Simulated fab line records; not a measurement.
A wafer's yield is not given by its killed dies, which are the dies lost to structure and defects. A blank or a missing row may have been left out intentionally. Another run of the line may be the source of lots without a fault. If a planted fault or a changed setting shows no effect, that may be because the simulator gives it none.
fab line records	flow sky130
[record] lots = 5	wafers = 23
route steps=708 shown LI_CONTACT@371 LOCAL_INTERCONNECT@393 CONTACT@408
startH: hours from the record's opening day to when the first of the lot's shown wafers began	waitH: hours since the lot's step before	" same as the row above	L1.1+2: a row that stands for several wafers	- no value present, or no start provided	* or withheld: withheld	< > ~ a bound
route shown NAME@n: a module of which the file shows steps, and the number in the route of the first	usual: mean/standard deviation taken from wafers without a fault	same: alike in all rows	chamber/n: place in a boat	sites: the reading at each site	_std_site: standard deviation across them	_edge_site: outer sites' mean less inner sites'	radiusMm: for every site, how far away it sits from the centre of the wafer	mask NAME#n: copy n	behind: the most recent tool/chamber to have shaped the wafer	hold: what put the lot on hold/how long, in hours/how the hold closed	device: names the non-switching transistor (n, p or np)	end of line: the route-end tests of the same wafers	a step without rows: its recipe alone	killed: at the first sort, the dies lost to defects and structure; wafer yield is something else	map: a wafer's dies, x killed, . not, _ none there
set.NAME: the setting as run; set.NAME@STEP: as run at that earlier step	model.NAME: the simulator's own value behind a step, which no gauge read
one table per step and one row per wafer, for lots whose settings were changed on purpose
[[steps]]
[step SKY_LI_CONTACT_EXPOSE_09]
[recipe] maskId = LICM1	na = 0.8	sourceShape = annular	sigmaInner = 0.55	sigmaOuter = 0.85	targetCdNm = 170	doseMj = 38
lot.wafer	tool	chamber	startH	waitH	mask	set.doseMj
L077.2+3+5	krfScanner-02	0	-	-	LICM1#0	38
L080.1+6	krfScanner-01	0	-	-	LICM1#0	35.77
L080.2+3+5	"	0	"	"	LICM1#0	38
L081.1+2+3+4+5	krfScanner-02	0	-	-	LICM1#0	38
L082.2+6	krfScanner-01	0	-	-	LICM1#0	38
L082.3+4+5	"	0	"	"	LICM1#0	36.84
L084.1+4+6	krfScanner-02	0	-	-	LICM1#0	40.17
L084.2+5	"	0	"	"	LICM1#0	38
[step SKY_LI_CONTACT_PEB_10]
[recipe] pebTempC = withheld	pebTimeS = withheld	resist = KrF-thick
[step SKY_LI_CONTACT_DEVELOP_11]
[recipe] developTimeS = 60	resist = KrF-thick	devTempC = 21
[step SKY_LI_CONTACT_CD_MEAS_12]
[recipe] targetCdNm = 170
[usual] cdNm = 169.8/1.4
lot.wafer	tool	chamber	startH	waitH	set.doseMj@LI_CONTACT_EXPOSE_09	cdNm
L077.2	cdSem-01	-	723.42	-	38	167.9
L077.3	"	-	"	"	38	168.6
L077.5	"	-	"	"	38	167.2
L080.1	cdSem-02	-	747.58	-	35.77	161.4
L080.2	"	-	"	"	38	171.9
L080.3	"	-	"	"	38	171.2
L080.5	"	-	"	"	38	170.9
L080.6	"	-	"	"	35.77	161.4
L081.1	cdSem-02	-	748.27	-	38	170.0
L081.2	"	-	"	"	38	172.3
L081.3	"	-	"	"	38	170.9
L081.4	"	-	"	"	38	171.5
L081.5	"	-	"	"	38	170.8
L082.2	cdSem-01	-	750.25	-	38	169.8
L082.3	"	-	"	"	36.84	163.9
L082.4	"	-	"	"	36.84	165.0
L082.5	"	-	"	"	36.84	164.5
L082.6	"	-	"	"	38	170.0
L084.1	cdSem-01	-	755.25	-	40.17	177.5
L084.2	"	-	"	"	38	169.3
L084.4	"	-	"	"	40.17	178.1
L084.5	"	-	"	"	38	168.4
L084.6	"	-	"	"	40.17	179.8
[step SKY_LI_CONTACT_ETCH_14]
[recipe] chemistry = N2/H2	target = BARC	ionEnergyEv = 200	sourceW = 500	biasW = 100	pressureMtorr = 30	n2FlowSccm = 100	h2FlowSccm = 200	stopOn = SiO2	timeS = 45.9	targetDepthA = 600
lot.wafer	tool	chamber	startH	waitH	set.doseMj@LI_CONTACT_EXPOSE_09	model.LI_CONTACT.cdNm
L077.2	rieDiel-02	1	723.56	0.0	38	168.9
L077.3	"	0	"	"	38	168.8
L077.5	"	1	"	"	38	168.1
L080.1	rieDiel-01	2	747.74	0.0	35.77	162.7
L080.2	"	1	"	"	38	171.5
L080.3	"	0	"	"	38	171.6
L080.5	"	0	"	"	38	171.2
L080.6	"	1	"	"	35.77	162
L081.1	rieDiel-03	2	748.43	0.0	38	170.4
L081.2	"	1	"	"	38	171.9
L081.3	"	3	"	"	38	170.6
L081.4	"	0	"	"	38	171.7
L081.5	"	2	"	"	38	170.8
L082.2	rieDiel-03	0	750.39	0.0	38	170.1
L082.3	"	1	"	"	36.84	163.5
L082.4	"	3	"	"	36.84	164.7
L082.5	"	3	"	"	36.84	163.2
L082.6	"	2	"	"	38	169
L084.1	rieDiel-03	2	755.41	0.0	40.17	177.1
L084.2	"	1	"	"	38	169
L084.4	"	3	"	"	40.17	178
L084.5	"	3	"	"	38	167.9
L084.6	"	0	"	"	40.17	179.9
[step SKY_LI_CONTACT_ETCH_15]
[recipe] target = PSG	chemistry = C4F8/O2/Ar	stopOn = Si	taperDeg = 4.15	maskMaterial = KrF-thick	sourceW = 1500	biasW = 1200	pressureMtorr = 40	c4f8FlowSccm = withheld	O2_flow_sccm = 6	Ar_flow_sccm = 300	timeS = withheld	targetDepthA = 6000
[usual] oesProductAu = 0.838/0.005
lot.wafer	tool	chamber	startH	waitH	set.leaveAboveRefNm@LI_CONTACT_CMP_02	oesProductAu	model.LI_CONTACT.featureDepthNm	model.etch.depthNm
L077.2	rieDiel-02	1	723.60	0.0	597.2	0.832	596.8	596.8
L077.3	"	0	"	"	597.2	0.825	599.4	599.4
L077.5	"	1	"	"	597.2	0.838	596.3	596.3
L080.1	rieDiel-01	2	747.78	0.0	597.2	0.826	598.1	-
L080.2	"	1	"	"	597.2	0.837	598.3	-
L080.3	"	0	"	"	597.2	0.830	597.1	597.1
L080.5	"	0	"	"	597.2	0.845	598.5	-
L080.6	"	1	"	"	597.2	0.834	596.8	-
L081.1	rieDiel-03	2	748.47	0.0	597.2	0.842	598.2	-
L081.2	"	1	"	"	629.9	0.867	631.6	-
L081.3	"	3	"	"	629.9	0.859	629.2	629.2
L081.4	"	0	"	"	629.9	0.874	631.5	-
L081.5	"	2	"	"	597.2	0.839	597.5	-
L082.2	rieDiel-03	0	750.43	0.0	597.2	0.840	598.1	598.1
L082.3	"	1	"	"	554.2	0.802	553.3	-
L082.4	"	3	"	"	554.2	0.810	555	-
L082.5	"	3	"	"	597.2	0.843	597.6	597.6
L082.6	"	2	"	"	554.2	0.810	554.2	554.2
L084.1	rieDiel-03	2	755.45	0.0	597.2	0.840	598.1	-
L084.2	"	1	"	"	560.8	0.806	561.3	-
L084.4	"	3	"	"	597.2	0.830	597.5	597.5
L084.5	"	3	"	"	597.2	0.840	598.3	598.3
L084.6	"	0	"	"	560.8	0.804	561.6	561.6
[step SKY_LI_CONTACT_SPUTTER_19]
[recipe] material = Ti	targetThkNm = 20	chamberPressurePa = 5	powerW = 2500	substrateTempC = 200	timeS = 106.37
lot.wafer	tool	chamber	startH	waitH	set.timeS	model.Ti_of_LI_CONTACT_SPUTTER_19.thkNm
L077.2	pvdSputter-03	-	723.98	0.0	106.37	20
L077.3	"	-	"	"	106.37	20.12
L077.5	"	-	"	"	106.37	20.26
L080.1	pvdSputter-02	-	748.18	0.0	106.37	20.09
L080.2	"	-	"	"	95.23	17.67
L080.3	"	-	"	"	95.23	17.93
L080.5	"	-	"	"	106.37	20.16
L080.6	"	-	"	"	95.23	17.88
L081.1	pvdSputter-03	-	748.87	0.0	97.4	18.25
L081.2	"	-	"	"	106.37	19.7
L081.3	"	-	"	"	106.37	19.9
L081.4	"	-	"	"	97.4	17.94
L081.5	"	-	"	"	97.4	18.21
L082.2	pvdSputter-02	-	750.83	0.0	106.37	20.04
L082.3	"	-	"	"	106.37	19.92
L082.4	"	-	"	"	106.37	19.78
L082.5	"	-	"	"	100.8	19.08
L082.6	"	-	"	"	100.8	19.12
L084.1	pvdSputter-03	-	755.83	0.0	119	22.4
L084.2	"	-	"	"	119	22.5
L084.4	"	-	"	"	119	22.57
L084.5	"	-	"	"	106.37	19.94
L084.6	"	-	"	"	106.37	19.95
[step SKY_LI_CONTACT_SPUTTER_20]
[recipe] material = TiN	targetThkNm = 20	chamberPressurePa = 5	powerW = 4000	timeS = 80
lot.wafer	tool	chamber	startH	waitH	set.timeS	model.TiN_of_LI_CONTACT_SPUTTER_20.thkNm
L077.2	pvdSputter-03	-	724.06	0.0	80	19.92
L077.3	"	-	"	"	80	19.94
L077.5	"	-	"	"	80	19.86
L080.1	pvdSputter-02	-	748.25	0.0	80	19.88
L080.2	"	-	"	"	80	19.75
L080.3	"	-	"	"	73.23	18.1
L080.5	"	-	"	"	73.23	18.22
L080.6	"	-	"	"	80	20.09
L081.1	pvdSputter-03	-	748.94	0.0	80	19.81
L081.2	"	-	"	"	84.47	21.33
L081.3	"	-	"	"	80	20
L081.4	"	-	"	"	84.47	21.36
L081.5	"	-	"	"	84.47	21.01
L082.2	pvdSputter-02	-	750.90	0.0	80	20.03
L082.3	"	-	"	"	80	19.97
L082.4	"	-	"	"	90.08	22.32
L082.5	"	-	"	"	90.08	22.45
L082.6	"	-	"	"	90.08	22.37
L084.1	pvdSputter-03	-	755.91	0.0	80	19.53
L084.2+6	"	-	"	"	87.32	21.57
L084.4	"	-	"	"	80	19.56
L084.5	"	-	"	"	87.32	21.15
[step SKY_LOCAL_INTERCONNECT_COAT_06]
[recipe] resist = KrF-thick	spinRpm = 3000	resistThkNm = 450
lot.wafer	tool	chamber	startH	waitH	set.spinRpm	model.KrF-thick_of_LOCAL_INTERCONNECT_COAT_06.thkNm
L077.2	lithoTrack-04	0	-	-	3000	449.4
L077.3	"	0	"	"	3000	450.1
L077.5	"	0	"	"	3000	450.6
L080.1	lithoTrack-03	0	-	-	3000	452.1
L080.2	"	0	"	"	3000	449
L080.3	"	0	"	"	3204	434.6
L080.5	"	0	"	"	3204	435.5
L080.6	"	0	"	"	3204	435.1
L081.1	lithoTrack-01	0	-	-	3000	451
L081.2	"	0	"	"	3000	452.1
L081.3	"	0	"	"	2887	461.3
L081.4	"	0	"	"	3000	451.5
L081.5	"	0	"	"	2887	459.5
L082.2	lithoTrack-03	0	-	-	2912	457.2
L082.3	"	0	"	"	3000	452.6
L082.4	"	0	"	"	2912	457.3
L082.5	"	0	"	"	3000	450
L082.6	"	0	"	"	2912	456.7
L084.1	lithoTrack-04	0	-	-	3000	449.6
L084.2	"	0	"	"	2889	458.3
L084.4	"	0	"	"	2889	457.1
L084.5	"	0	"	"	2889	459.2
L084.6	"	0	"	"	3000	448.4
[step SKY_LOCAL_INTERCONNECT_SOFTBAKE_07]
[recipe] tempC = 100	timeS = 90	resist = KrF-thick
[step SKY_LOCAL_INTERCONNECT_EXPOSE_08]
[recipe] maskId = LI1M	na = 0.8	sourceShape = annular	sigmaInner = 0.55	sigmaOuter = 0.85	targetCdNm = 170	doseMj = 28
[step SKY_LOCAL_INTERCONNECT_ETCH_13]
[recipe] chemistry = N2/H2	target = BARC	ionEnergyEv = 200	biasW = 100	pressureMtorr = 30	n2FlowSccm = 100	h2FlowSccm = 200	icpW = 500	stopOn = SiO2	timeS = 45.9	targetDepthA = 600
lot.wafer	tool	chamber	startH	waitH	set.spinRpm@LOCAL_INTERCONNECT_COAT_06	model.KrF-thick_of_LOCAL_INTERCONNECT_COAT_06.thkNm
L077.2	rieMetal-02	0	752.13	0.0	3000	392.6
L077.3	"	1	"	"	3000	392.1
L077.5	"	1	"	"	3000	393
L080.1	rieMetal-03	1	777.13	0.0	3000	394.4
L080.2	"	0	"	"	3000	392.3
L080.3	"	0	"	"	3204	378.1
L080.5	"	1	"	"	3204	377.8
L080.6	"	0	"	"	3204	379
L081.1	rieMetal-01	0	777.29	0.0	3000	393
L081.2	"	1	"	"	3000	393.7
L081.3	"	1	"	"	2887	403.2
L081.4	"	0	"	"	3000	393.6
L081.5	"	1	"	"	2887	401.2
L082.2	rieMetal-02	1	779.11	0.0	2912	399.4
L082.3	"	0	"	"	3000	395.7
L082.4	"	1	"	"	2912	399.5
L082.5	"	0	"	"	3000	393.4
L082.6	"	1	"	"	2912	399
L084.1	rieMetal-01	0	783.76	0.0	3000	392
L084.2	"	1	"	"	2889	400.3
L084.4	"	1	"	"	2889	399.1
L084.5	"	0	"	"	2889	401.3
L084.6	"	1	"	"	3000	390.6
[step SKY_LOCAL_INTERCONNECT_METAL_ETCH_14]
[recipe] targetDepthNm = 110	stopOn = PSG	chemistry = Cl2/BCl3	target = TiN	resistSidewallDeg = 88	pressureMtorr = 10	icpW = 900	biasW = 48.5	Cl2_flow_sccm = 60	bcl3FlowSccm = 30	timeS = 31.4
lot.wafer	tool	chamber	startH	waitH	set.biasW
L077.2+3+5	rieMetal-02	0,1,1	752.19	0.0	48.5
L080.1+2+3+5+6	rieMetal-03	1,0,0,1,0	777.19	0.0	48.5
L081.1+2+5	rieMetal-01	0,1,1	777.36	0.0	45.98
L081.3+4	"	1,0	"	"	48.5
L082.2+3+6	rieMetal-02	1,0,1	779.17	0.0	53.35
L082.4+5	"	1,0	"	"	48.5
L084.1+5+6	rieMetal-01	0,0,1	783.82	0.0	48.5
L084.2+4	"	1	"	"	45.26
[step SKY_LOCAL_INTERCONNECT_STRIP_15]
[recipe] chemistry = O2/N2	powerW = 1400	pressureMtorr = 1500	platenTempC = withheld	o2FlowSccm = 3000	n2FlowSccm = 300	overashFraction = 0.5
[usual] stripTimeToEndpointS = 4.726/0.022
lot.wafer	tool	chamber	startH	waitH	set.spinRpm@LOCAL_INTERCONNECT_COAT_06	stripTimeToEndpointS
L077.2	plasmaAsher-04	0	752.24	0.0	3000	4.717
L077.3	"	1	"	"	3000	4.715
L077.5	"	1	"	"	3000	4.738
L080.1	plasmaAsher-03	1	777.25	0.0	3000	4.732
L080.2	"	0	"	"	3000	4.730
L080.3	"	1	"	"	3204	4.585
L080.5	"	0	"	"	3204	4.548
L080.6	"	1	"	"	3204	4.589
L081.1	plasmaAsher-04	0	777.41	0.0	3000	4.739
L081.2	"	1	"	"	3000	4.747
L081.3	"	0	"	"	2887	4.824
L081.4	"	1	"	"	3000	4.744
L081.5	"	1	"	"	2887	4.816
L082.2	plasmaAsher-03	0	779.23	0.0	2912	4.779
L082.3	"	1	"	"	3000	4.743
L082.4	"	0	"	"	2912	4.776
L082.5	"	1	"	"	3000	4.737
L082.6	"	0	"	"	2912	4.765
L084.1	plasmaAsher-03	0	783.88	0.0	3000	4.718
L084.2	"	1	"	"	2889	4.785
L084.4	"	1	"	"	2889	4.791
L084.5	"	1	"	"	2889	4.803
L084.6	"	0	"	"	3000	4.703
[step SKY_CONTACT_HDPCVD_02]
[recipe] material = SiO2	targetThkNm = 565	sigmaOpenFrac = 0.3	timeS = 94.2	tempC = 600	sih4FlowSccm = 60	pressureMtorr = 6
lot.wafer	tool	chamber	startH	waitH	set.timeS	model.SiO2_of_CONTACT_HDPCVD_02.thkNm
L077.2	hdpcvd-01	2	752.94	0.0	94.2	570.5
L077.3	"	1	"	"	94.2	568.2
L077.5	"	2	"	"	94.2	573.4
L080.1	hdpcvd-01	0	777.93	0.1	94.2	563.7
L080.2	"	2	"	"	94.2	566.6
L080.3	"	0	"	"	94.2	561.4
L080.5	"	0	"	"	94.2	563.8
L080.6	"	2	"	"	94.2	569.3
L081.1	hdpcvd-02	0	778.09	0.1	80.94	495.9
L081.2	"	1	"	"	94.2	572
L081.3	"	2	"	"	94.2	562.2
L081.4	"	1	"	"	94.2	569.5
L081.5	"	0	"	"	80.94	501.6
L082.2	hdpcvd-01	2	779.91	0.0	94.2	572.2
L082.3	"	2	"	"	107.8	647.6
L082.4	"	0	"	"	107.8	656.6
L082.5	"	2	"	"	94.2	577
L082.6	"	0	"	"	94.2	571.6
L084.1	hdpcvd-02	1	784.59	0.1	88.02	533.6
L084.2	"	0	"	"	94.2	579.8
L084.4	"	2	"	"	88.02	526.7
L084.5	"	1	"	"	88.02	539.8
L084.6	"	0	"	"	94.2	574.5
[step SKY_CONTACT_THK_MEAS_03]
[recipe] reads = SiO2_of_CONTACT_HDPCVD_02
[usual] CONTACT_HDPCVD_THK = 567/6.7
lot.wafer	tool	chamber	startH	waitH	set.timeS@CONTACT_HDPCVD_02	CONTACT_HDPCVD_THK[nm]
L077.2	filmMetro-04	-	753.05	0.1	94.2	570
L077.3	"	-	"	"	94.2	568
L077.5	"	-	"	"	94.2	574
L080.1	filmMetro-04	-	778.09	0.1	94.2	563
L080.2	"	-	"	"	94.2	567
L080.3	"	-	"	"	94.2	561
L080.5	"	-	"	"	94.2	564
L080.6	"	-	"	"	94.2	569
L081.1	filmMetro-03	-	778.16	0.0	80.94	496
L081.2	"	-	"	"	94.2	572
L081.3	"	-	"	"	94.2	562
L081.4	"	-	"	"	94.2	570
L081.5	"	-	"	"	80.94	502
L082.2	filmMetro-04	-	780.02	0.1	94.2	572
L082.3	"	-	"	"	107.8	648
L082.4	"	-	"	"	107.8	657
L082.5	"	-	"	"	94.2	577
L082.6	"	-	"	"	94.2	572
L084.1	filmMetro-01	-	784.65	0.0	88.02	534
L084.2	"	-	"	"	94.2	580
L084.4	"	-	"	"	88.02	527
L084.5	"	-	"	"	88.02	540
L084.6	"	-	"	"	94.2	575
[step SKY_CONTACT_CMP_04]
[recipe] material = SiO2	downForcePsi = 4	platenRpm = 60	padVelocityMS = 0.94248
[usual] timeToEndpointS = 84/5.3
lot.wafer	tool	chamber	startH	waitH	set.timeS@CONTACT_HDPCVD_02	timeToEndpointS
L077.2	cmp-02	0	753.10	0.0	94.2	87
L077.3	"	2	"	"	94.2	76
L077.5	"	1	"	"	94.2	92
L080.1	cmp-01	3	778.15	0.1	94.2	81
L080.2	"	0	"	"	94.2	87
L080.3	"	2	"	"	94.2	81
L080.6	"	3	"	"	94.2	83
L080.5	"	0	"	"	94.2	86
L081.3	cmp-02	3	778.22	0.0	94.2	83
L081.1	"	0	"	"	80.94	57
L081.4	"	1	"	"	94.2	88
L081.2	"	2	"	"	94.2	79
L081.5	"	0	"	"	80.94	62
L082.4	cmp-01	0	780.07	0.0	107.8	113
L082.2	"	1	"	"	94.2	85
L082.3	"	3	"	"	107.8	110
L082.6	"	0	"	"	94.2	85
L082.5	"	1	"	"	94.2	85
L084.1	cmp-02	0	784.76	0.1	88.02	75
L084.2	"	1	"	"	94.2	99
L084.4	"	2	"	"	88.02	64
L084.5	"	3	"	"	88.02	75
L084.6	"	0	"	"	94.2	90
[step SKY_CONTACT_COAT_09]
[recipe] resist = KrF-thick	spinRpm = 3000	resistThkNm = 450
lot.wafer	tool	chamber	startH	waitH	set.resistThkNm	model.KrF-thick_of_CONTACT_COAT_09.thkNm
L077.2	lithoTrack-01	0	-	-	450	451.5
L077.3	"	0	"	"	450	451.4
L077.5	"	0	"	"	450	450.7
L080.1	lithoTrack-02	0	-	-	450	452.6
L080.2	"	0	"	"	450	450.7
L080.3	"	0	"	"	450	451.9
L080.5	"	0	"	"	450	452.4
L080.6	"	0	"	"	450	452
L081.1	lithoTrack-04	0	-	-	430.8	430.7
L081.2	"	0	"	"	450	448.6
L081.3	"	0	"	"	450	446.9
L081.4	"	0	"	"	430.8	429.1
L081.5	"	0	"	"	450	447.9
L082.2+4	lithoTrack-04	0	-	-	450	450.4
L082.3	"	0	"	"	450	449.8
L082.5	"	0	"	"	424.3	425
L082.6	"	0	"	"	424.3	424
L084.1	lithoTrack-02	0	-	-	450	449.5
L084.2	"	0	"	"	450	450.5
L084.4	"	0	"	"	450	449.3
L084.5	"	0	"	"	450	450.3
L084.6	"	0	"	"	450	449
[step SKY_CONTACT_SOFTBAKE_10]
[recipe] tempC = 100	timeS = 90	resist = KrF-thick
[step SKY_CONTACT_EXPOSE_11]
[recipe] maskId = CTM1	na = 0.8	sourceShape = annular	sigmaInner = 0.55	sigmaOuter = 0.85	targetCdNm = 170	doseMj = 38
[step SKY_CONTACT_ETCH_16]
[recipe] chemistry = N2/H2	target = BARC	ionEnergyEv = 200	sourceW = 500	biasW = 100	pressureMtorr = 30	n2FlowSccm = 100	h2FlowSccm = 200	stopOn = SiO2	timeS = 45.9	targetDepthA = 600
lot.wafer	tool	chamber	startH	waitH	set.resistThkNm@CONTACT_COAT_09	model.KrF-thick_of_CONTACT_COAT_09.thkNm
L077.2	rieDiel-01	1	780.76	0.0	450	395
L077.3	"	3	"	"	450	394.7
L077.5	"	2	"	"	450	394
L080.1	rieDiel-01	3	804.94	0.0	450	395.7
L080.2	"	2	"	"	450	394.5
L080.3	"	1	"	"	450	395.4
L080.5	"	2	"	"	450	395.9
L080.6	"	3	"	"	450	395.2
L081.1	rieDiel-03	3	805.29	0.0	430.8	373.9
L081.2	"	0	"	"	450	390.9
L081.3	"	1	"	"	450	389.6
L081.4	"	2	"	"	430.8	372.2
L081.5	"	3	"	"	450	390.7
L082.2	rieDiel-03	3	806.84	0.0	450	392.6
L082.3	"	0	"	"	450	391.1
L082.4	"	1	"	"	450	392.3
L082.5	"	3	"	"	424.3	367
L082.6	"	2	"	"	424.3	366.5
L084.1	rieDiel-03	0	811.71	0.0	450	391.3
L084.2	"	3	"	"	450	392.7
L084.4	"	2	"	"	450	391.9
L084.5	"	3	"	"	450	393.1
L084.6	"	2	"	"	450	391.7
[step SKY_CONTACT_ETCH_17]
[recipe] target = SiO2	chemistry = C4F8/O2/Ar	stopOn = Si3N4	maskMaterial = KrF-thick	sourceW = 1500	biasW = 1200	pressureMtorr = 40	c4f8FlowSccm = withheld	O2_flow_sccm = 6	Ar_flow_sccm = 300	timeS = withheld	targetDepthA = 3400
lot.wafer	tool	chamber	startH	waitH	set.resistThkNm@CONTACT_COAT_09	model.KrF-thick_of_CONTACT_COAT_09.thkNm
L077.2	rieDiel-01	1	780.80	0.0	450	331.4
L077.3	"	3	"	"	450	329.8
L077.5	"	2	"	"	450	330.1
L080.1	rieDiel-01	3	804.99	0.0	450	331.7
L080.2	"	2	"	"	450	330.2
L080.3	"	1	"	"	450	331.9
L080.5	"	2	"	"	450	332.4
L080.6	"	3	"	"	450	330.8
L081.1	rieDiel-03	3	805.34	0.0	430.8	309.7
L081.2	"	0	"	"	450	324.8
L081.3	"	1	"	"	450	325.1
L081.4	"	2	"	"	430.8	308.1
L081.5	"	3	"	"	450	325.8
L082.2	rieDiel-03	3	806.88	0.0	450	327.3
L082.3	"	0	"	"	450	324.6
L082.4	"	1	"	"	450	327.4
L082.5	"	3	"	"	424.3	301.4
L082.6	"	2	"	"	424.3	301.8
L084.1	rieDiel-03	0	811.75	0.0	450	325.2
L084.2+6	"	3,2	"	"	450	327.7
L084.4	"	2	"	"	450	327.4
L084.5	"	3	"	"	450	328.4
[[key]]
[split] step = SKY_LI_CONTACT_EXPOSE_09	setting = doseMj	stated = 38	by = wafer
[response] step = SKY_LI_CONTACT_CD_MEAS_12	reading = cdNm	change = +1.7	per = 1%	r = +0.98
[response] step = SKY_LI_CONTACT_ETCH_14	reading = model.LI_CONTACT.cdNm	change = +1.67	per = 1%	r = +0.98
[split] step = SKY_LI_CONTACT_SPUTTER_19	setting = timeS	stated = 106.37	by = wafer
[response] step = SKY_LI_CONTACT_SPUTTER_19	reading = model.Ti_of_LI_CONTACT_SPUTTER_19.thkNm	change = +0.208	per = 1%	r = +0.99
[split] step = SKY_LI_CONTACT_SPUTTER_20	setting = timeS	stated = 80	by = wafer
[response] step = SKY_LI_CONTACT_SPUTTER_20	reading = model.TiN_of_LI_CONTACT_SPUTTER_20.thkNm	change = +0.201	per = 1%	r = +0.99
[split] step = SKY_LOCAL_INTERCONNECT_COAT_06	setting = spinRpm	stated = 3000	by = wafer
[response] step = SKY_LOCAL_INTERCONNECT_COAT_06	reading = model.KrF-thick_of_LOCAL_INTERCONNECT_COAT_06.thkNm	change = -2.29	per = 1%	r = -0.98
[response] step = SKY_LOCAL_INTERCONNECT_ETCH_13	reading = model.KrF-thick_of_LOCAL_INTERCONNECT_COAT_06.thkNm	change = -2.21	per = 1%	r = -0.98
[response] step = SKY_LOCAL_INTERCONNECT_STRIP_15	reading = stripTimeToEndpointS	change = *	per = 1%	r = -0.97
[split] step = SKY_LOCAL_INTERCONNECT_METAL_ETCH_14	setting = biasW	stated = 48.5	by = wafer
response none clear
[split] step = SKY_CONTACT_HDPCVD_02	setting = timeS	stated = 94.2	by = wafer
[response] step = SKY_CONTACT_HDPCVD_02	reading = model.SiO2_of_CONTACT_HDPCVD_02.thkNm	change = +5.32	per = 1%	r = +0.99
[response] step = SKY_CONTACT_THK_MEAS_03	reading = CONTACT_HDPCVD_THK	change = +5.33	per = 1%	r = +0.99
[response] step = SKY_CONTACT_CMP_04	reading = timeToEndpointS	change = *	per = 1%	r = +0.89
[split] step = SKY_CONTACT_COAT_09	setting = resistThkNm	stated = 450	by = wafer
[response] step = SKY_CONTACT_COAT_09	reading = model.KrF-thick_of_CONTACT_COAT_09.thkNm	change = +4.39	per = 1%	r = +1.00
[response] step = SKY_CONTACT_ETCH_16	reading = model.KrF-thick_of_CONTACT_COAT_09.thkNm	change = +4.29	per = 1%	r = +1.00
[response] step = SKY_CONTACT_ETCH_17	reading = model.KrF-thick_of_CONTACT_COAT_09.thkNm	change = +4.16	per = 1%	r = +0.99
split outsideThisFile step=SKY_LI_CONTACT_CMP_02 setting=leaveAboveRefNm
// split outsideThisFile: this setting was split too, and the file shows its column; the key of that split is in another file
